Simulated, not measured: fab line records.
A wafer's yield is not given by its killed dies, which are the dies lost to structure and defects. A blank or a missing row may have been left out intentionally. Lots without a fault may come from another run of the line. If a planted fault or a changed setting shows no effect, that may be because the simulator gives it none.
Which tool did it? | flow sky130 | route of 708 steps, sampled at 1 step: 13 lots, 39 wafers

== WHAT EACH GAUGE READ, for each wafer ==
SKY_POLY_GATE_OVL_MEAS_14. Usual: POLY_GATE_OVL 5 nm, standard deviation 6.2.
lot  | measured     | on         | POLY_GATE_OVL (nm) | flag
L309 | day 16 14:51 | overlay-01 | -9 -3 -10          |
L310 | day 16 16:22 | overlay-02 | 7 0 4              |
L311 | day 17 08:28 | overlay-01 | 13 11 12           |
L314 | day 18 13:51 | overlay-02 | 9 5 10             |
L316 | day 20 00:58 | overlay-02 | -4 2 1             |
L315 | day 20 01:54 | overlay-02 | -2 0 -2            |
L317 | day 20 06:13 | overlay-01 | 4 0 -2             |
L318 | day 20 07:01 | overlay-01 | 7 5 1              |
L319 | day 20 16:48 | overlay-02 | -2 1 6             |
L320 | day 21 00:15 | overlay-02 | 13 15 18           |
L323 | day 21 17:04 | overlay-02 | 11 7 9             |
L330 | day 24 02:07 | overlay-01 | 1 4 -1             |
L331 | day 24 15:34 | overlay-02 | 10 7 10            |

== WHAT TOOL EACH LOT RAN ON (gives the tool, then ch and the chambers of the sampled wafers, and finally the start) ==
Before these readings, the record contains no process step.

== AS READ BY THE TOOLS THEMSELVES (means over the sampled wafers that have a number; for cases with no such wafer, the mark the record gives instead) ==
The record holds no such reading with a usual standard deviation.

== THE ANSWER, worked out from the rows above alone ==
Rule: take the mean of a lot's wafers that have a number; if it is more than 3 standard deviations from the usual mean, the lot is off. Also off: a lot with no number at a reading for which 4 or more lots have one. All remaining lots with rows at the step are treated as sound. After the gauges, taken in route order, come the tools' own readings; for these a lot's mean is taken, as printed above. The first step at which some lot is off is used, and at that step the reading that is off furthest; a lot without a number counts as furthest.
No lot is off on any of the readings shown, so nothing can be concluded from this.

== WHAT THE SIMULATOR HAD PUT IN ==
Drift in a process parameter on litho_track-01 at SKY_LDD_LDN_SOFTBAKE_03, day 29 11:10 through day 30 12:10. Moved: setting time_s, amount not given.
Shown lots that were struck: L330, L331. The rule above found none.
